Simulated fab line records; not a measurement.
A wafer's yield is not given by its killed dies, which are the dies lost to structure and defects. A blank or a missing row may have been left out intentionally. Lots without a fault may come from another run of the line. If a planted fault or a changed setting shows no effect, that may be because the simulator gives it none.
fab line records + flow sky130
record
- lots=12
- wafers=34
- lastDay=50
route steps=708 shown SD_N@353 LOCAL_INTERCONNECT@402 VIA1@458
lots untouched by any fault: they come from a run of this same line in which no faults occurred
startH: hours from the record's first day to the start of the lot's first wafer shown + waitH: how many hours have passed since the lot's step before this one + " as in the row above + L1.1+2: one row covering several wafers at once + - no value present, or no start provided + * or withheld: withheld + < > ~ a bound
route shown NAME@n: NAME is a module with steps in the file, n the number in the route of the first one + usual: mean/standard deviation taken from wafers without a fault + same: alike in all rows + chamber/n: place in a boat + sites: each site's reading + _std_site: their standard deviation + _edge_site: mean of outer sites minus mean of inner sites + radiusMm: for every site, how far away it sits from the centre of the wafer + mask NAME#n: copy n + behind: the tool/chamber that last shaped the wafer + hold: what put the lot on hold/how long, in hours/how the hold closed + device: whichever transistor did not switch (one of n, p or np) + end of line: the tests these same wafers got at the end of their route + for a step that has no rows: nothing shown but its recipe + killed: at the first sort, the dies lost to defects and structure; wafer yield is something else + map: dies across one wafer; x = killed, . = not, _ = none there
set.NAME: setting as actually run; set.NAME@STEP: the setting as run at that earlier step + model.NAME: the simulator's own value behind a step, which no gauge read
steps of the route over a sample of lots; a table a step, a row a wafer
services: a tool's chamber out of use, with start hour (startH, from the record's first day; less than 0 if before it), hours out, and reason
## steps
# step SKY_SD_N_STRIP_11
# recipe
- chemistry=O2/N2
- powerW=1400
- pressureMtorr=1500
- platenTempC=withheld
- o2FlowSccm=3000
- n2FlowSccm=300
- overashFraction=0.5
# usual
- drypumpMotorCurrentA=5.8/0.53
- oesProductAu=0.527/0.0044
- stripTimeToEndpointS=22.57/0.04
| lot.wafer | tool           | chamber | startH | waitH | drypumpMotorCurrentA | oesProductAu | rfHoursCounterH | stripTimeToEndpointS |
|-----------|----------------|---------|--------|-------|----------------------|--------------|-----------------|----------------------|
| L356.1    | plasmaAsher-03 | 0       | 609.98 | 0.1   | 5.8                  | 0.529        | 45              | 22.54                |
| L356.4    | "              | 1       | "      | "     | 5.3                  | 0.526        | -               | 22.51                |
| L356.6    | "              | 0       | "      | "     | 5.8                  | 0.523        | -               | 22.49                |
| L357.2    | plasmaAsher-04 | 1       | 650.17 | 0.1   | 5.0                  | 0.528        | 22              | 22.56                |
| L357.3    | "              | 1       | "      | "     | 5.1                  | 0.530        | -               | 22.55                |
| L357.4    | "              | 0       | "      | "     | 6.3                  | 0.526        | -               | 22.58                |
| L361.1    | plasmaAsher-02 | 0       | 699.12 | 0.1   | 6.4                  | 0.530        | 88              | 22.61                |
| L361.6    | "              | 0       | "      | "     | 6.4                  | 0.525        | -               | 22.55                |
| L362.1    | plasmaAsher-03 | 1       | 708.96 | 0.1   | 5.3                  | 0.527        | 55              | 22.52                |
| L362.3    | "              | 0       | "      | "     | 5.8                  | 0.528        | -               | 22.53                |
| L362.4    | "              | 1       | "      | "     | 5.3                  | 0.531        | -               | 22.55                |
| L363.2    | plasmaAsher-03 | 1       | 722.67 | 0.1   | 5.3                  | 0.521        | 56              | 22.68                |
| L363.6    | "              | 1       | "      | "     | 5.4                  | 0.524        | -               | 22.67                |
| L372.1    | plasmaAsher-03 | 1       | 795.77 | 0.1   | 5.4                  | 0.533        | 64              | 22.64                |
| L372.3    | "              | 1       | "      | "     | 5.4                  | 0.540        | -               | 22.60                |
| L372.6    | "              | 0       | "      | "     | 5.8                  | 0.527        | -               | 22.60                |
| L369.2    | plasmaAsher-04 | 0       | 796.86 | 0.1   | 6.3                  | 0.522        | 36              | 22.56                |
| L369.3    | "              | 1       | "      | "     | 5.0                  | 0.527        | -               | 22.54                |
| L369.6    | "              | 1       | "      | "     | 5.0                  | 0.525        | -               | 22.57                |
| L368.1    | plasmaAsher-04 | 0       | 798.31 | 0.1   | 6.3                  | 0.528        | 36              | 22.54                |
| L368.3    | "              | 0       | "      | "     | 6.3                  | 0.530        | -               | 22.59                |
| L368.5    | "              | 0       | "      | "     | 6.3                  | 0.532        | -               | 22.54                |
| L373.2    | plasmaAsher-04 | 0       | 799.38 | 0.1   | 6.3                  | 0.524        | 37              | 22.54                |
| L373.3    | "              | 1       | "      | "     | 5.1                  | 0.522        | -               | 22.50                |
| L373.4    | "              | 0       | "      | "     | 6.3                  | 0.521        | -               | 22.53                |
| L375.1    | plasmaAsher-04 | 0       | 803.17 | 0.1   | 6.3                  | 0.528        | 37              | 22.60                |
| L375.3    | "              | 1       | "      | "     | 5.1                  | 0.526        | -               | 22.64                |
| L375.6    | "              | 1       | "      | "     | 5.1                  | 0.528        | -               | 22.54                |
| L377.2    | plasmaAsher-03 | 0       | 837.57 | 0.1   | 5.7                  | 0.532        | 68              | 22.60                |
| L377.3    | "              | 0       | "      | "     | 5.7                  | 0.528        | -               | 22.61                |
| L377.6    | "              | 1       | "      | "     | 5.3                  | 0.528        | -               | 22.57                |
| L378.1    | plasmaAsher-03 | 1       | 839.64 | 0.2   | 5.3                  | 0.531        | 69              | 22.55                |
| L378.5    | "              | 1       | "      | "     | 5.3                  | 0.523        | -               | 22.57                |
| L378.6    | "              | 0       | "      | "     | 5.8                  | 0.519        | -               | 22.60                |
# step SKY_LOCAL_INTERCONNECT_STRIP_15
# recipe
- chemistry=O2/N2
- powerW=1400
- pressureMtorr=1500
- platenTempC=withheld
- o2FlowSccm=3000
- n2FlowSccm=300
- overashFraction=0.5
# usual
- drypumpMotorCurrentA=5.9/0.48
- oesProductAu=0.427/0.0045
- stripTimeToEndpointS=4.721/0.016
| lot.wafer | tool           | chamber | startH | waitH | drypumpMotorCurrentA | oesProductAu | rfHoursCounterH | stripTimeToEndpointS |
|-----------|----------------|---------|--------|-------|----------------------|--------------|-----------------|----------------------|
| L356.1    | plasmaAsher-04 | 1       | 672.01 | 0.0   | 5.1                  | 0.427        | 24              | 4.742                |
| L356.4    | "              | 1       | "      | "     | 5.0                  | 0.421        | -               | 4.717                |
| L356.6    | "              | 0       | "      | "     | 6.3                  | 0.433        | -               | 4.727                |
| L357.2    | plasmaAsher-02 | 1       | 710.24 | 0.0   | 6.3                  | 0.427        | 89              | 4.702                |
| L357.3    | "              | 1       | "      | "     | 6.3                  | 0.427        | -               | 4.720                |
| L357.4    | "              | 0       | "      | "     | 6.4                  | 0.428        | -               | 4.746                |
| L361.1    | plasmaAsher-02 | 1       | 757.58 | 0.0   | 6.3                  | 0.430        | 94              | 4.721                |
| L361.6    | "              | 1       | "      | "     | 6.3                  | 0.423        | -               | 4.710                |
| L362.1    | plasmaAsher-02 | 0       | 766.33 | 0.0   | 6.4                  | 0.429        | 94              | 4.726                |
| L362.3    | "              | 1       | "      | "     | 6.3                  | 0.432        | -               | 4.759                |
| L362.4    | "              | 0       | "      | "     | 6.4                  | 0.424        | -               | 4.745                |
| L363.2    | plasmaAsher-04 | 1       | 778.19 | 0.0   | 5.1                  | 0.420        | 34              | 4.701                |
| L363.6    | "              | 0       | "      | "     | 6.3                  | 0.428        | -               | 4.707                |
| L372.1    | plasmaAsher-01 | 0       | 851.04 | 0.0   | 5.4                  | 0.426        | 11              | 4.746                |
| L372.3    | "              | 0       | "      | "     | 5.4                  | 0.421        | -               | 4.733                |
| L372.6    | "              | 1       | "      | "     | 5.9                  | 0.425        | -               | 4.730                |
| L369.2    | plasmaAsher-02 | 0       | 851.32 | 0.0   | 6.4                  | 0.429        | 103             | 4.728                |
| L369.3    | "              | 0       | "      | "     | 6.4                  | 0.427        | -               | 4.710                |
| L369.6    | "              | 0       | "      | "     | 6.4                  | 0.424        | -               | 4.720                |
| L368.1    | plasmaAsher-02 | 1       | 852.89 | 0.0   | 6.3                  | 0.425        | 103             | 4.680                |
| L368.3    | "              | 1       | "      | "     | 6.3                  | 0.427        | -               | 4.704                |
| L368.5    | "              | 0       | "      | "     | 6.4                  | 0.426        | -               | 4.693                |
| L373.2    | plasmaAsher-02 | 0       | 854.78 | 0.0   | 6.4                  | 0.422        | 103             | 4.745                |
| L373.3    | "              | 1       | "      | "     | 6.3                  | 0.420        | -               | 4.710                |
| L373.4    | "              | 0       | "      | "     | 6.4                  | 0.429        | -               | 4.720                |
| L375.1    | plasmaAsher-04 | 0       | 857.32 | 0.0   | 6.3                  | 0.423        | 41              | 4.727                |
| L375.3    | "              | 0       | "      | "     | 6.3                  | 0.439        | -               | 4.745                |
| L375.6    | "              | 1       | "      | "     | 5.1                  | 0.430        | -               | 4.730                |
| L377.2    | plasmaAsher-01 | 1       | 891.62 | 0.0   | 5.9                  | 0.426        | 15              | 4.703                |
| L377.3    | "              | 1       | "      | "     | 5.9                  | 0.421        | -               | 4.702                |
| L377.6    | "              | 0       | "      | "     | 5.4                  | 0.435        | -               | 4.714                |
| L378.1    | plasmaAsher-04 | 0       | 894.18 | 0.0   | 6.3                  | 0.427        | 45              | 4.724                |
| L378.5    | "              | 0       | "      | "     | 6.3                  | 0.426        | -               | 4.752                |
| L378.6    | "              | 1       | "      | "     | 5.0                  | 0.421        | -               | 4.725                |
# step SKY_VIA1_HDPCVD_00
# recipe
- material=SiO2
- targetThkNm=1030
- sigmaOpenFrac=0.3
- timeS=171.7
- tempC=400
- sih4FlowSccm=60
- pressureMtorr=6
# usual
- runLengthS=199.8/0.59
| lot.wafer | tool      | chamber | startH | waitH | runLengthS |
|-----------|-----------|---------|--------|-------|------------|
| L356.1    | hdpcvd-01 | 2       | 732.68 | 0.0   | 200.1      |
| L356.4    | "         | 1       | "      | "     | 200.0      |
| L356.6    | "         | 2       | "      | "     | 200.1      |
| L357.2    | hdpcvd-02 | 1       | 768.48 | 0.0   | 200.5      |
| L357.3    | "         | 0       | "      | "     | 199.1      |
| L357.4    | "         | 2       | "      | "     | 199.9      |
| L361.1    | hdpcvd-02 | 1       | 809.30 | 0.0   | 216.2      |
| L361.6    | "         | 0       | "      | "     | 198.7      |
| L362.1    | hdpcvd-02 | 1       | 816.69 | 0.0   | 215.8      |
| L362.3    | "         | 0       | "      | "     | 198.7      |
| L362.4    | "         | 2       | "      | "     | 200.2      |
| L363.2    | hdpcvd-02 | 2       | 831.28 | 0.0   | 215.5      |
| L363.6    | "         | 2       | "      | "     | 199.9      |
| L372.1    | hdpcvd-02 | 0       | 901.95 | 0.0   | 198.8      |
| L372.3    | "         | 2       | "      | "     | 200.3      |
| L372.6    | "         | 2       | "      | "     | 199.8      |
| L369.2    | hdpcvd-01 | 1       | 903.20 | 0.0   | 200.3      |
| L369.3    | "         | 2       | "      | "     | 199.6      |
| L369.6    | "         | 1       | "      | "     | 199.8      |
| L368.1    | hdpcvd-02 | 0       | 909.90 | 0.0   | 199.3      |
| L368.3    | "         | 2       | "      | "     | 200.0      |
| L368.5    | "         | 2       | "      | "     | 199.8      |
| L373.2    | hdpcvd-01 | 0       | 911.04 | 0.0   | 198.9      |
| L373.3    | "         | 2       | "      | "     | 200.7      |
| L373.4    | "         | 1       | "      | "     | 200.4      |
| L375.1    | hdpcvd-02 | 2       | 912.35 | 0.0   | 200.3      |
| L375.3    | "         | 1       | "      | "     | 200.8      |
| L375.6    | "         | 1       | "      | "     | 200.2      |
| L377.2    | hdpcvd-02 | 1       | 946.69 | 0.0   | 200.6      |
| L377.3    | "         | 0       | "      | "     | 199.0      |
| L377.6    | "         | 0       | "      | "     | 199.2      |
| L378.1    | hdpcvd-02 | 0       | 950.06 | 0.0   | 198.9      |
| L378.5    | "         | 0       | "      | "     | 198.9      |
| L378.6    | "         | 2       | "      | "     | 199.8      |
# step SKY_VIA1_THK_MEAS_01
# recipe
- reads=SiO2_of_VIA1_HDPCVD_00
# usual
- VIA1_HDPCVD_THK=1028/10
| lot.wafer | tool         | chamber | startH | waitH | VIA1_HDPCVD_THK[nm] |
|-----------|--------------|---------|--------|-------|---------------------|
| L356.1    | filmMetro-04 | -       | 732.79 | 0.1   | 1048                |
| L356.4    | "            | -       | "      | "     | 1044                |
| L356.6    | "            | -       | "      | "     | 1033                |
| L357.2    | filmMetro-03 | -       | 768.60 | 0.1   | 1012                |
| L357.3    | "            | -       | "      | "     | 1035                |
| L357.4    | "            | -       | "      | "     | 1037                |
| L361.1    | filmMetro-03 | -       | 809.41 | 0.1   | 1105                |
| L361.6    | "            | -       | "      | "     | 1014                |
| L362.1    | filmMetro-03 | -       | 816.80 | 0.1   | 1133                |
| L362.3    | "            | -       | "      | "     | 1028                |
| L362.4    | "            | -       | "      | "     | 1032                |
| L363.2    | filmMetro-04 | -       | 831.40 | 0.1   | 1124                |
| L363.6    | "            | -       | "      | "     | 1017                |
| L372.1    | filmMetro-03 | -       | 902.06 | 0.1   | 1031                |
| L372.3    | "            | -       | "      | "     | 1030                |
| L372.6    | "            | -       | "      | "     | 1029                |
| L369.2    | filmMetro-03 | -       | 903.32 | 0.1   | 1029                |
| L369.3    | "            | -       | "      | "     | 1020                |
| L369.6    | "            | -       | "      | "     | 1009                |
| L368.1    | filmMetro-02 | -       | 910.02 | 0.1   | 1024                |
| L368.3    | "            | -       | "      | "     | 1011                |
| L368.5    | "            | -       | "      | "     | 1022                |
| L373.2    | filmMetro-02 | -       | 911.16 | 0.1   | 1036                |
| L373.3    | "            | -       | "      | "     | 1027                |
| L373.4    | "            | -       | "      | "     | 1030                |
| L375.1    | filmMetro-03 | -       | 912.52 | 0.1   | 1017                |
| L375.3    | "            | -       | "      | "     | 1026                |
| L375.6    | "            | -       | "      | "     | 1014                |
| L377.2    | filmMetro-03 | -       | 946.81 | 0.1   | 1042                |
| L377.3    | "            | -       | "      | "     | 1045                |
| L377.6    | "            | -       | "      | "     | 1046                |
| L378.1    | filmMetro-03 | -       | 950.17 | 0.1   | 1028                |
| L378.5    | "            | -       | "      | "     | 1048                |
| L378.6    | "            | -       | "      | "     | 1026                |
# step SKY_VIA1_BOW_MEAS_03
# recipe
- mode=bow
# usual
- VIA1_BOW=79/7.6
| lot.wafer | tool         | chamber | startH | waitH | VIA1_BOW[um] |
|-----------|--------------|---------|--------|-------|--------------|
| L356.1    | filmMetro-04 | -       | 733.15 | 0.2   | 80           |
| L356.4    | "            | -       | "      | "     | 83           |
| L356.6    | "            | -       | "      | "     | 94           |
| L357.2    | filmMetro-03 | -       | 768.97 | 0.1   | 75           |
| L357.3    | "            | -       | "      | "     | 75           |
| L357.4    | "            | -       | "      | "     | 76           |
| L361.1    | filmMetro-03 | -       | 809.77 | 0.1   | 80           |
| L361.6    | "            | -       | "      | "     | 73           |
| L362.1    | filmMetro-02 | -       | 817.16 | 0.1   | 75           |
| L362.3    | "            | -       | "      | "     | 70           |
| L362.4    | "            | -       | "      | "     | 81           |
| L363.2    | filmMetro-02 | -       | 831.77 | 0.2   | 75           |
| L363.6    | "            | -       | "      | "     | 67           |
| L372.1    | filmMetro-02 | -       | 902.42 | 0.2   | 78           |
| L372.3    | "            | -       | "      | "     | 80           |
| L372.6    | "            | -       | "      | "     | 77           |
| L369.2    | filmMetro-02 | -       | 903.69 | 0.2   | 80           |
| L369.3    | "            | -       | "      | "     | 76           |
| L369.6    | "            | -       | "      | "     | 79           |
| L368.1    | filmMetro-03 | -       | 910.38 | 0.2   | 87           |
| L368.3    | "            | -       | "      | "     | 76           |
| L368.5    | "            | -       | "      | "     | 87           |
| L373.2    | filmMetro-02 | -       | 911.55 | 0.1   | 74           |
| L373.3    | "            | -       | "      | "     | 58           |
| L373.4    | "            | -       | "      | "     | 75           |
| L375.1    | filmMetro-04 | -       | 913.08 | 0.2   | 79           |
| L375.3    | "            | -       | "      | "     | 78           |
| L375.6    | "            | -       | "      | "     | 79           |
| L377.2    | filmMetro-02 | -       | 947.18 | 0.2   | 83           |
| L377.3    | "            | -       | "      | "     | 78           |
| L377.6    | "            | -       | "      | "     | 86           |
| L378.1    | filmMetro-02 | -       | 950.53 | 0.1   | 78           |
| L378.5    | "            | -       | "      | "     | 73           |
| L378.6    | "            | -       | "      | "     | 81           |
## services
| tool           | chamber | startH | hours | kind      |
|----------------|---------|--------|-------|-----------|
| plasmaAsher-03 | -       | 593.80 | 0.9   | repair    |
| plasmaAsher-02 | -       | 619.53 | 0.8   | repair    |
| plasmaAsher-04 | -       | 630.83 | 3.0   | repair    |
| plasmaAsher-04 | -       | 634.47 | 2.8   | pm        |
| hdpcvd-01      | -       | 650.75 | 15.0  | pm        |
| hdpcvd-01      | 0       | 650.75 | 15.0  | ventCycle |
| hdpcvd-01      | 1       | 650.75 | 15.0  | ventCycle |
| hdpcvd-01      | 2       | 650.75 | 15.0  | ventCycle |
| hdpcvd-01      | 0       | 665.75 | -     | clean     |
| hdpcvd-01      | 1       | 665.75 | -     | clean     |
| hdpcvd-02      | -       | 698.46 | 0.5   | repair    |
| plasmaAsher-01 | -       | 733.75 | 9.0   | pm        |
| hdpcvd-01      | -       | 745.38 | 0.3   | repair    |
| hdpcvd-02      | -       | 794.16 | 2.8   | pm        |
| plasmaAsher-04 | -       | 835.60 | 14.6  | pm        |
| plasmaAsher-02 | -       | 835.97 | 7.1   | repair    |
| hdpcvd-01      | -       | 857.18 | 22.1  | repair    |
| hdpcvd-02      | 2       | 866.81 | 11.0  | repair    |
| plasmaAsher-01 | -       | 874.03 | 6.4   | pm        |
| plasmaAsher-03 | -       | 886.89 | 0.4   | repair    |
| hdpcvd-01      | -       | 908.04 | 1.2   | repair    |
| hdpcvd-02      | 0       | 910.12 | 14.1  | repair    |
| plasmaAsher-04 | -       | 916.72 | 0.7   | repair    |
| hdpcvd-01      | -       | 921.59 | 0.4   | repair    |
## key
firstSign
- step=SKY_VIA1_HDPCVD_00
- reading=runLengthS
- direction=up
- sigmas=27
- usual=*
- struck=*
effect
- step=SKY_VIA1_THK_MEAS_01
- reading=VIA1_HDPCVD_THK
- direction=up
- sigmas=8.9
- usual=1028
- struck=1121
metAt SKY_VIA1_HDPCVD_00
struckLots L361,L362,L363
struckWafers L361.1,L362.1,L363.2
notActingAt SKY_SD_N_STRIP_11,SKY_LOCAL_INTERCONNECT_STRIP_15,SKY_VIA1_BOW_MEAS_03
onsetBetween 768.48 809.30
fault
- kind=processParameterDrift
- tool=hdpcvd-02
- chamber=-
- onsetH=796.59
- steps=SKY_VIA1_HDPCVD_00
- channel=timeS
- offset=*
- shape=step
- endH=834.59
- scope=struckWafersOnly
- actsIn=*
- stated=*
